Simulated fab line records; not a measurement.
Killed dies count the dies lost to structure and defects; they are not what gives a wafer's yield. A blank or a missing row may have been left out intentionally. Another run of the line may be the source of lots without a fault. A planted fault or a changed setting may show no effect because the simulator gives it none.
fab line records | flow sky130
[record] lots = 9 | wafers = 26 | lastDay = 50
route steps=708 shown VIA2@521 VIA3@593 CAP2M@605 PAD_OPEN@708
lots with no fault: from the same line, run without faults
startH: hours from the record's first day to the start of the lot's first wafer shown | waitH: how many hours have passed since the lot's step before this one | " the same as in the row above | L1.1+2: one row covering several wafers at once | - no value, or no start was given | * or withheld: withheld | < > ~ a bound
route shown NAME@n: NAME is a module with steps in the file, n the number in the route of the first one | usual: the fault-free wafers' mean and standard deviation | same: alike in all rows | chamber/n: place in a boat | sites: readings site by site | _std_site: standard deviation of those values | _edge_site: mean of outer sites minus mean of inner sites | radiusMm: for every site, how far away it sits from the centre of the wafer | mask NAME#n: copy n | behind: tool/chamber where the wafer was last shaped | hold: why the lot was held/for how many hours/how that ended | device: which transistor (n, p or np) failed to switch | end of line: the tests these same wafers got at the end of their route | where a step has no rows: the recipe by itself | killed: not the wafer's yield, but the dies lost to structure and defects at the first sort | map: shows each die of a wafer: x if killed, . if not, _ if none is there
set.NAME: the setting as run; set.NAME@STEP: as run at that earlier step | model.NAME: the simulator's own value behind a step, which no gauge read
steps of the route over a sample of lots; a table a step, a row a wafer
services: a tool's chamber out of use, with start hour (startH, from the record's first day; less than 0 if before it), hours out, and reason
[[steps]]
[step SKY_VIA2_ETCH_14]
[recipe] chemistry = N2/H2 | target = BARC | ionEnergyEv = 200 | sourceW = 500 | biasW = 100 | pressureMtorr = 30 | n2FlowSccm = 100 | h2FlowSccm = 200 | stopOn = SiO2 | timeS = 45.9 | targetDepthA = 600
[usual] drypumpMotorCurrentA = 5.8/0.42 | n2FlowSccm = 100.0/0.3 | oesProductAu = 0.853/0.0048 | throttleValvePct = 13.225/0.0088
lot.wafer | tool       | chamber | startH  | waitH | drypumpMotorCurrentA | n2FlowSccm | oesProductAu | rfHoursCounterH | throttleValvePct
L997.1    | rieDiel-04 | 0       | 836.67  | 0.0   | 6.3                  | 100.2      | 0.850        | 7               | 13.208
L997.4    | "          | 2       | "       | "     | 5.1                  | 100.0      | 0.848        | 5               | 13.220
L997.5    | "          | 1       | "       | "     | 5.5                  | 99.7       | 0.851        | -               | 13.221
L100.4    | rieDiel-01 | 3       | 874.83  | 0.0   | 5.4                  | 99.9       | 0.852        | 14              | 13.238
L100.5    | "          | 3       | "       | "     | 5.4                  | 99.6       | 0.852        | -               | 13.221
L100.6    | "          | 0       | "       | "     | 5.6                  | 99.7       | 0.852        | -               | 13.221
L101.1    | rieDiel-02 | 0       | 876.24  | 0.0   | 6.1                  | 100.1      | 0.857        | 14              | 13.216
L101.2    | "          | 2       | "       | "     | 5.7                  | 100.0      | 0.857        | 13              | 13.225
L101.5    | "          | 3       | "       | "     | 6.7                  | 99.7       | 0.859        | -               | 13.212
L102.1    | rieDiel-04 | 1       | 887.02  | 0.0   | 5.5                  | 99.8       | 0.849        | 17              | 13.217
L102.3    | "          | 3       | "       | "     | 5.7                  | 100.0      | 0.854        | 14              | 13.233
L102.6    | "          | 1       | "       | "     | 5.5                  | 99.9       | 0.858        | -               | 13.235
L105.1    | rieDiel-01 | 2       | 910.78  | 0.0   | 6.0                  | 100.4      | 0.852        | 9               | 13.226
L105.3    | "          | 0       | "       | "     | 5.6                  | 100.6      | 0.858        | 11              | 13.220
L105.5    | "          | 3       | "       | "     | 5.4                  | 99.6       | 0.854        | -               | 13.227
L110.3    | rieDiel-04 | 3       | 945.33  | 0.0   | 5.7                  | 100.3      | 0.849        | 16              | 13.231
L110.6    | "          | 0       | "       | "     | 6.3                  | 100.1      | 0.862        | -               | 13.229
L112.2    | rieDiel-02 | 1       | 961.69  | 0.0   | 6.0                  | 100.2      | 0.855        | 8               | 13.227
L112.3    | "          | 2       | "       | "     | 5.7                  | 100.3      | 0.853        | 16              | 13.232
L112.4    | "          | 0       | "       | "     | 6.1                  | 100.5      | 0.858        | 17              | 13.238
L116.1    | rieDiel-01 | 2       | 1003.13 | 0.0   | 6.0                  | 99.5       | 0.845        | 11              | 13.231
L116.2    | "          | 1       | "       | "     | 5.3                  | 99.8       | 0.852        | 14              | 13.237
L116.6    | "          | 1       | "       | "     | 5.3                  | 100.3      | 0.851        | -               | 13.212
L120.2    | rieDiel-01 | 0       | 1015.48 | 0.0   | 5.7                  | 100.0      | 0.851        | 14              | 13.208
L120.4    | "          | 2       | "       | "     | 6.1                  | 100.3      | 0.862        | 12              | 13.226
L120.5    | "          | 0       | "       | "     | 5.7                  | 99.9       | 0.853        | -               | 13.225
[step SKY_VIA3_SPUTTER_20]
[recipe] material = TiN | targetThkNm = 20 | chamberPressurePa = 5 | powerW = 4000 | timeS = 80
[usual] throttleValvePct = 29.7/0.98
lot.wafer | tool          | chamber | startH  | waitH | throttleValvePct
L997.1    | pvdSputter-02 | -       | 918.81  | 0.0   | 28.9
L997.4    | "             | -       | "       | "     | 30.1
L997.5    | "             | -       | "       | "     | 30.2
L100.4    | pvdSputter-03 | -       | 954.92  | 0.0   | 30.5
L100.5    | "             | -       | "       | "     | 28.5
L100.6    | "             | -       | "       | "     | 30.1
L101.1    | pvdSputter-02 | -       | 956.13  | 0.0   | 28.7
L101.2    | "             | -       | "       | "     | 30.2
L101.5    | "             | -       | "       | "     | 29.9
L102.1    | pvdSputter-02 | -       | 965.51  | 0.0   | 29.0
L102.3    | "             | -       | "       | "     | 30.2
L102.6    | "             | -       | "       | "     | 29.3
L105.1    | pvdSputter-01 | -       | 989.02  | 0.0   | 29.6
L105.3    | "             | -       | "       | "     | 27.8
L105.5    | "             | -       | "       | "     | 30.5
L110.3    | pvdSputter-01 | -       | 1021.31 | 0.0   | 29.4
L110.6    | "             | -       | "       | "     | 29.4
L112.2    | pvdSputter-01 | -       | 1037.10 | 0.0   | 30.3
L112.3    | "             | -       | "       | "     | 29.3
L112.4    | "             | -       | "       | "     | 29.9
L116.1    | pvdSputter-01 | -       | 1073.67 | 0.0   | 29.2
L116.2    | "             | -       | "       | "     | 27.9
L116.6    | "             | -       | "       | "     | 28.9
L120.2    | pvdSputter-01 | -       | 1085.36 | 0.0   | 29.8
L120.4    | "             | -       | "       | "     | 30.4
L120.5    | "             | -       | "       | "     | 30.0
[step SKY_CAP2M_SPUTTER_02]
[recipe] material = TiN | targetThkNm = 200 | tempC = 300 | powerW = 6500 | timeS = 166.7 | chamberPressurePa = 0.4
[usual] throttleValvePct = 29.6/1
lot.wafer | tool          | chamber | startH  | waitH | throttleValvePct
L997.1    | pvdSputter-01 | -       | 919.71  | 0.1   | 29.2
L997.4    | "             | -       | "       | "     | 30.2
L997.5    | "             | -       | "       | "     | 30.1
L100.4    | pvdSputter-04 | -       | 955.82  | 0.0   | 31.9
L100.5    | "             | -       | "       | "     | 28.4
L100.6    | "             | -       | "       | "     | 30.3
L101.1    | pvdSputter-04 | -       | 957.03  | 0.1   | 28.6
L101.2    | "             | -       | "       | "     | 30.3
L101.5    | "             | -       | "       | "     | 28.2
L102.1    | pvdSputter-01 | -       | 966.41  | 0.1   | 29.1
L102.3    | "             | -       | "       | "     | 29.9
L102.6    | "             | -       | "       | "     | 27.8
L105.1    | pvdSputter-01 | -       | 989.92  | 0.1   | 29.3
L105.3    | "             | -       | "       | "     | 30.4
L105.5    | "             | -       | "       | "     | 30.0
L110.3    | pvdSputter-01 | -       | 1022.22 | 0.0   | 28.0
L110.6    | "             | -       | "       | "     | 30.2
L112.2    | pvdSputter-01 | -       | 1038.00 | 0.0   | 30.4
L112.3    | "             | -       | "       | "     | 29.7
L112.4    | "             | -       | "       | "     | 27.6
L116.1    | pvdSputter-02 | -       | 1076.00 | 0.1   | 30.4
L116.2    | "             | -       | "       | "     | 29.2
L116.6    | "             | -       | "       | "     | 28.9
L120.2    | pvdSputter-04 | -       | 1086.89 | 0.0   | 30.5
L120.4    | "             | -       | "       | "     | 29.5
L120.5    | "             | -       | "       | "     | 29.5
[step SKY_CAP2M_RS_MEAS_03]
[recipe] thkMeasGauge = four-point-probe | reads = TiN_of_CAP2M_SPUTTER_02
[usual] CAP2M_TIN_RS = 6.90/0.062
lot.wafer | tool         | chamber | startH  | waitH | CAP2M_TIN_RS[ohm/sq]
L997.1    | filmMetro-02 | -       | 919.82  | 0.1   | 6.88
L997.4    | "            | -       | "       | "     | 6.83
L997.5    | "            | -       | "       | "     | 6.92
L100.4    | filmMetro-03 | -       | 955.99  | 0.1   | 6.90
L100.5    | "            | -       | "       | "     | 6.89
L100.6    | "            | -       | "       | "     | 6.97
L101.1    | filmMetro-02 | -       | 957.14  | 0.1   | 6.78
L101.2    | "            | -       | "       | "     | 6.89
L101.5    | "            | -       | "       | "     | 6.80
L102.1    | filmMetro-03 | -       | 966.52  | 0.1   | 6.97
L102.3    | "            | -       | "       | "     | 6.96
L102.6    | "            | -       | "       | "     | 6.97
L105.1    | filmMetro-01 | -       | 990.03  | 0.1   | 6.88
L105.3    | "            | -       | "       | "     | 6.86
L105.5    | "            | -       | "       | "     | 6.85
L110.3    | filmMetro-01 | -       | 1022.37 | 0.1   | 6.94
L110.6    | "            | -       | "       | "     | 6.43
L112.2    | filmMetro-01 | -       | 1038.13 | 0.1   | 6.93
L112.3    | "            | -       | "       | "     | 6.88
L112.4    | "            | -       | "       | "     | 6.52
L116.1    | filmMetro-02 | -       | 1076.11 | 0.1   | 6.89
L116.2    | "            | -       | "       | "     | 6.82
L116.6    | "            | -       | "       | "     | 6.93
L120.2    | filmMetro-03 | -       | 1087.02 | 0.1   | 6.93
L120.4    | "            | -       | "       | "     | 6.94
L120.5    | "            | -       | "       | "     | 6.94
[step SKY_CAP2M_THK_MEAS_04]
[recipe] thkMeasGauge = xrf | reads = TiN_of_CAP2M_SPUTTER_02
[usual] CAP2M_TIN_THK = 199.5/2
lot.wafer | tool         | chamber | startH  | waitH | CAP2M_TIN_THK[nm]
L997.1    | filmMetro-02 | -       | 919.94  | 0.1   | 201.0
L997.4    | "            | -       | "       | "     | 201.7
L997.5    | "            | -       | "       | "     | 199.8
L100.4    | filmMetro-03 | -       | 956.08  | 0.1   | 198.7
L100.5    | "            | -       | "       | "     | 200.0
L100.6    | "            | -       | "       | "     | 198.3
L101.1    | filmMetro-02 | -       | 957.26  | 0.1   | 202.0
L101.2    | "            | -       | "       | "     | 199.2
L101.5    | "            | -       | "       | "     | 202.0
L102.1    | filmMetro-03 | -       | 966.64  | 0.1   | 198.3
L102.3    | "            | -       | "       | "     | 197.9
L102.6    | "            | -       | "       | "     | 198.1
L105.1    | filmMetro-01 | -       | 990.15  | 0.1   | 199.1
L105.3    | "            | -       | "       | "     | 199.8
L105.5    | "            | -       | "       | "     | 200.6
L110.3    | filmMetro-01 | -       | 1022.47 | 0.1   | 197.9
L110.6    | "            | -       | "       | "     | 213.3
L112.2    | filmMetro-01 | -       | 1038.24 | 0.1   | 199.2
L112.3    | "            | -       | "       | "     | 200.9
L112.4    | "            | -       | "       | "     | 210.9
L116.1    | filmMetro-02 | -       | 1076.23 | 0.1   | 199.4
L116.2    | "            | -       | "       | "     | 201.7
L116.6    | "            | -       | "       | "     | 198.1
L120.2    | filmMetro-03 | -       | 1087.13 | 0.1   | 200.0
L120.4    | "            | -       | "       | "     | 198.7
L120.5    | "            | -       | "       | "     | 198.9
[step SKY_CAP2M_METAL_ETCH_13]
[recipe] targetDepthNm = 220 | stopOn = SiO2 | chemistry = Cl2/BCl3 | target = TiN | pressureMtorr = 10 | icpW = 900 | biasW = 48.5 | Cl2_flow_sccm = 60 | bcl3FlowSccm = 30 | timeS = 62.9
[usual] drypumpMotorCurrentA = 5.9/0.53 | heBacksideLeakSccm = 3.34/0.17 | oesProductAu = 0.942/0.0072 | throttleValvePct = 21.901/0.0098
lot.wafer | tool        | chamber | startH  | waitH | drypumpMotorCurrentA | heBacksideLeakSccm | oesProductAu | rfHoursCounterH | throttleValvePct
L997.1    | rieMetal-03 | 1       | 943.71  | 0.0   | 5.1                  | 3.10               | 0.941        | 7               | 21.888
L997.4    | "           | 1       | "       | "     | 5.1                  | 3.24               | 0.946        | -               | 21.913
L997.5    | "           | 0       | "       | "     | 5.0                  | 2.96               | 0.938        | -               | 21.899
L100.4    | rieMetal-04 | 1       | 979.44  | 0.0   | 6.3                  | 3.18               | 0.944        | -               | 21.908
L100.5    | "           | 1       | "       | "     | 6.3                  | 3.18               | 0.936        | -               | 21.902
L100.6    | "           | 0       | "       | "     | 6.1                  | 3.54               | 0.937        | -               | 21.908
L101.1    | rieMetal-01 | 0       | 980.37  | 0.0   | 6.3                  | 3.40               | 0.956        | 20              | 21.884
L101.2    | "           | 0       | "       | "     | 6.3                  | 3.42               | 0.951        | -               | 21.896
L101.5    | "           | 0       | "       | "     | 6.3                  | 3.35               | 0.950        | -               | 21.888
L102.1    | rieMetal-01 | 0       | 990.36  | 0.0   | 6.3                  | 3.39               | 0.939        | 21              | 21.916
L102.3    | "           | 0       | "       | "     | 6.2                  | 3.38               | 0.933        | -               | 21.918
L102.6    | "           | 1       | "       | "     | 6.3                  | 3.36               | 0.933        | -               | 21.906
L105.1    | rieMetal-03 | 1       | 1013.41 | 0.0   | 5.1                  | 3.42               | 0.948        | 11              | 21.902
L105.3    | "           | 0       | "       | "     | 5.0                  | 2.81               | 0.945        | -               | 21.901
L105.5    | "           | 1       | "       | "     | 5.1                  | 3.25               | 0.943        | -               | 21.913
L110.3    | rieMetal-01 | 0       | 1044.53 | 0.0   | 6.2                  | 3.40               | 0.927        | -               | 21.904
L110.6    | "           | 0       | "       | "     | 6.3                  | 3.51               | 0.988        | -               | 21.887
L112.2    | rieMetal-01 | 0       | 1058.73 | 0.0   | 6.2                  | 3.38               | 0.931        | -               | 21.905
L112.3    | "           | 0       | "       | "     | 6.3                  | 3.43               | 0.941        | -               | 21.904
L112.4    | "           | 0       | "       | "     | 6.3                  | 3.39               | 0.970        | -               | 21.891
L116.1    | rieMetal-04 | 0       | 1096.16 | 0.0   | 6.1                  | 3.54               | 0.944        | 11              | 21.904
L116.2    | "           | 1       | "       | "     | 6.3                  | 3.48               | 0.952        | 15              | 21.892
L116.6    | "           | 1       | "       | "     | 6.3                  | 3.50               | 0.942        | -               | 21.894
L120.2    | rieMetal-04 | 1       | 1106.76 | 0.0   | 6.3                  | 3.43               | 0.945        | 16              | 21.894
L120.4    | "           | 1       | "       | "     | 6.3                  | 3.32               | 0.937        | -               | 21.905
L120.5    | "           | 1       | "       | "     | 6.3                  | 3.38               | 0.930        | -               | 21.903
[step SKY_CAP2M_STRIP_14]
[recipe] chemistry = O2/N2 | powerW = 1400 | pressureMtorr = 1500 | platenTempC = withheld | o2FlowSccm = 3000 | n2FlowSccm = 300 | overashFraction = 0.5
[usual] drypumpMotorCurrentA = 5.57/0.17 | n2FlowSccm = 300.2/0.87 | oesProductAu = 0.710/0.0047 | stripTimeToEndpointS = 12.64/0.041
lot.wafer | tool           | chamber | startH  | waitH | drypumpMotorCurrentA | n2FlowSccm | oesProductAu | rfHoursCounterH | stripTimeToEndpointS
L997.1    | plasmaAsher-03 | 0       | 943.79  | 0.1   | 5.58                 | 298.0      | 0.706        | 49              | 12.64
L997.4    | "              | 0       | "       | "     | 5.58                 | 298.5      | 0.720        | -               | 12.61
L997.5    | "              | 0       | "       | "     | 5.60                 | 299.1      | 0.712        | -               | 12.65
L100.4    | plasmaAsher-03 | 0       | 979.52  | 0.1   | 5.58                 | 301.8      | 0.708        | -               | 12.65
L100.5    | "              | 1       | "       | "     | 5.76                 | 302.0      | 0.704        | -               | 12.71
L100.6    | "              | 0       | "       | "     | 5.60                 | 302.9      | 0.709        | -               | 12.67
L101.1    | plasmaAsher-02 | 1       | 980.53  | 0.1   | 5.69                 | 300.9      | 0.707        | 24              | 12.61
L101.2    | "              | 0       | "       | "     | 5.32                 | 300.8      | 0.705        | 24              | 12.55
L101.5    | "              | 0       | "       | "     | 5.29                 | 300.7      | 0.710        | -               | 12.58
L102.1    | plasmaAsher-03 | 1       | 990.44  | 0.1   | 5.74                 | 301.1      | 0.707        | 57              | 12.57
L102.3    | "              | 1       | "       | "     | 5.75                 | 299.9      | 0.713        | -               | 12.61
L102.6    | "              | 1       | "       | "     | 5.75                 | 299.3      | 0.709        | -               | 12.60
L105.1    | plasmaAsher-04 | 0       | 1013.48 | 0.1   | 5.55                 | 300.6      | 0.712        | 83              | 12.62
L105.3    | "              | 0       | "       | "     | 5.56                 | 300.3      | 0.710        | -               | 12.63
L105.5    | "              | 0       | "       | "     | 5.53                 | 300.5      | 0.708        | -               | 12.61
L110.3    | plasmaAsher-03 | 1       | 1044.62 | 0.1   | 5.75                 | 300.0      | 0.713        | -               | 12.60
L110.6    | "              | 0       | "       | "     | 5.56                 | 299.8      | 0.714        | -               | 12.59
L112.2    | plasmaAsher-03 | 0       | 1058.86 | 0.1   | 5.60                 | 301.0      | 0.706        | 65              | 12.61
L112.3    | "              | 0       | "       | "     | 5.60                 | 301.1      | 0.707        | -               | 12.63
L112.4    | "              | 1       | "       | "     | 5.72                 | 301.0      | 0.713        | -               | 12.60
L116.1    | plasmaAsher-03 | 1       | 1096.23 | 0.1   | 5.77                 | 300.4      | 0.715        | 69              | 12.67
L116.2    | "              | 0       | "       | "     | 5.57                 | 300.3      | 0.710        | 69              | 12.69
L116.6    | "              | 0       | "       | "     | 5.55                 | 299.7      | 0.700        | -               | 12.69
L120.2    | plasmaAsher-03 | 1       | 1106.84 | 0.1   | 5.77                 | 300.5      | 0.713        | 70              | 12.66
L120.4    | "              | 0       | "       | "     | 5.59                 | 299.2      | 0.710        | -               | 12.67
L120.5    | "              | 0       | "       | "     | 5.57                 | 301.1      | 0.714        | -               | 12.72
[step SKY_PAD_OPEN_PROBE_99]
[usual] defectLimitedYield = 82.4/1.8 | killed_at_M0_to_M3 = 45/6.8 | killed_at_M4_up = 3.2/1.6 | killedAtContacts = 24/5.1 | killedAtFrontEnd = 14/4.4 | killedAtOther = 0.4/0.65 | killedDies = 87/8.8 | killedOpen = 47/7.2 | killedShort = 39/6.1 | sort_bin_3_pad_short = 0.9/0.38 | sort_bin_5_function = 10.4/1.5 | sort_bin_6_memory = 6.4/1.1 | sortNPass = 405/8.8 | sortYieldPct = 82.4/1.8
[same] grossDies = 492 | killedAtBackSide = 0 | sort_bin_4_leakage[%] = 0 | sort_bin_8_speed[%] = 0
lot.wafer | tool      | chamber | startH  | waitH | defectLimitedYield[%] | killed_at_M0_to_M3 | killed_at_M4_up | killedAtContacts | killedAtFrontEnd | killedAtOther | killedDies | killedOpen | killedShort | sort_bin_3_pad_short[%] | sort_bin_5_function[%] | sort_bin_6_memory[%] | sortNPass | sortYieldPct[%]
L100.4    | prober-01 | -       | 1096.39 | 0.2   | 83.7                  | 34                 | 4               | 33               | 9                | 0             | 80         | 44         | 34          | 0.6                     | 9.8                    | 5.9                  | 412       | 83.7
L100.5    | prober-01 | -       | 1096.44 | 0.2   | 77.8                  | 56                 | 2               | 30               | 21               | 0             | 109        | 56         | 53          | 2.2                     | 11.8                   | 8.1                  | 383       | 77.8
L100.6    | prober-01 | -       | 1096.49 | 0.2   | 83.7                  | 32                 | 4               | 36               | 8                | 0             | 80         | 47         | 33          | 1.4                     | 9.3                    | 5.5                  | 412       | 83.7
L112.2    | prober-01 | -       | 1164.68 | 0.1   | 84.1                  | 43                 | 2               | 24               | 8                | 1             | 78         | 43         | 35          | 1.0                     | 9.1                    | 5.7                  | 414       | 84.1
L112.3    | prober-01 | -       | 1164.73 | 0.2   | 81.9                  | 47                 | 3               | 28               | 10               | 1             | 89         | 44         | 45          | 1.2                     | 9.8                    | 7.1                  | 403       | 81.9
L112.4    | prober-01 | -       | 1164.78 | 0.2   | 82.9                  | 48                 | 2               | 21               | 13               | 0             | 84         | 47         | 37          | 0.4                     | 12.2                   | 4.5                  | 408       | 82.9
// killed by level:class
L100.4 CONTACT:geometricParticle:open=9 VIA1:geometricParticle:open=8 VIA2:geometricParticle:open=7 LOCAL_INTERCONNECT:geometricParticle:short=7 LI_CONTACT:geometricParticle:open=7 VIA3:geometricParticle:open=6 CONTACT:geometricParticle:short=5 FIELD_ISO:geometricParticle:open=4
L100.5 CONTACT:geometricParticle:open=12 VIA1:geometricParticle:open=11 FIELD_ISO:geometricParticle:short=7 VIA1:geometricParticle:short=7 LI_CONTACT:geometricParticle:open=7 CONTACT:geometricParticle:short=7 METAL2:geometricParticle:short=7 VIA3:geometricParticle:open=7
L100.6 LI_CONTACT:geometricParticle:open=13 CONTACT:geometricParticle:open=9 VIA1:geometricParticle:open=9 LOCAL_INTERCONNECT:geometricParticle:short=5 CONTACT:geometricParticle:short=5 VIA2:geometricParticle:open=5 LI_CONTACT:geometricParticle:short=4 METAL3:geometricParticle:short=4
L112.2 VIA2:geometricParticle:open=9 VIA1:geometricParticle:open=7 LI_CONTACT:geometricParticle:open=7 CONTACT:geometricParticle:short=7 METAL1:geometricParticle:short=6 FIELD_ISO:geometricParticle:open=5 VIA3:geometricParticle:short=5 CONTACT:geometricParticle:open=4
L112.3 LI_CONTACT:geometricParticle:open=9 VIA1:geometricParticle:open=9 METAL1:geometricParticle:short=9 CONTACT:geometricParticle:open=7 CONTACT:geometricParticle:short=7 VIA2:geometricParticle:open=7 VIA3:geometricParticle:short=5 VIA3:geometricParticle:open=5
L112.4 VIA1:geometricParticle:open=18 CONTACT:geometricParticle:open=10 METAL1:geometricParticle:short=7 POLY_GATE:geometricParticle:open=6 VIA3:geometricParticle:open=6 METAL2:geometricParticle:short=5 VIA3:geometricParticle:short=5 LI_CONTACT:geometricParticle:open=4
[[services]]
tool           | chamber | startH  | hours | kind
rieMetal-03    | 0       | 822.57  | 13.1  | repair
plasmaAsher-03 | -       | 842.77  | 0.4   | repair
rieMetal-03    | 0       | 843.74  | 5.0   | repair
rieDiel-04     | 3       | 849.32  | 2.4   | repair
rieMetal-01    | -       | 864.28  | 18.1  | repair
plasmaAsher-03 | -       | 867.80  | 16.0  | pm
rieMetal-01    | 1       | 873.02  | 81.6  | repair
pvdSputter-01  | -       | 912.02  | 5.0   | repair
rieMetal-04    | -       | 913.56  | 0.7   | repair
rieDiel-01     | 2       | 932.44  | 14.3  | repair
rieDiel-01     | 3       | 940.84  | 6.3   | repair
pvdSputter-04  | -       | 942.86  | 2.5   | repair
rieDiel-04     | 2       | 943.46  | 29.7  | repair
rieDiel-04     | 1       | 947.01  | 8.4   | repair
pvdSputter-01  | -       | 962.70  | 3.1   | repair
rieDiel-01     | 1       | 978.05  | 4.4   | repair
rieDiel-01     | 0       | 999.86  | 12.3  | repair
rieDiel-01     | 2       | 1007.87 | 2.7   | repair
rieDiel-01     | 1       | 1017.56 | 2.5   | repair
pvdSputter-04  | -       | 1036.50 | 5.6   | repair
pvdSputter-01  | -       | 1051.63 | 1.2   | repair
rieMetal-01    | 1       | 1057.85 | 5.7   | repair
pvdSputter-02  | -       | 1065.20 | 1.7   | repair
pvdSputter-01  | -       | 1101.81 | 2.2   | repair
[[key]]
[firstSign] step = SKY_CAP2M_RS_MEAS_03 | reading = CAP2M_TIN_RS | direction = down | sigmas = 6.9 | usual = 6.90 | struck = 6.48
[effect] step = SKY_CAP2M_THK_MEAS_04 | reading = CAP2M_TIN_THK | direction = up | sigmas = 6.4 | usual = 199.5 | struck = 212.1
[effect] step = SKY_CAP2M_METAL_ETCH_13 | reading = oesProductAu | direction = up | sigmas = 5.1 | usual = 0.942 | struck = 0.979
metAt SKY_CAP2M_SPUTTER_02
struckLots L110,L112
struckWafers L110.6,L112.4
notActingAt SKY_VIA2_ETCH_14,SKY_VIA3_SPUTTER_20,SKY_CAP2M_STRIP_14
onsetBetween 989.92 1022.22
[fault] kind = processParameterDrift | tool = pvdSputter-01 | chamber = - | onsetH = 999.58 | steps = SKY_CAP2M_SPUTTER_02 | channel = targetThkNm | offset = 13.351 | shape = step | endH = 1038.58 | scope = struckWafersOnly | actsIn = theseRecipesOnly | stated = 200
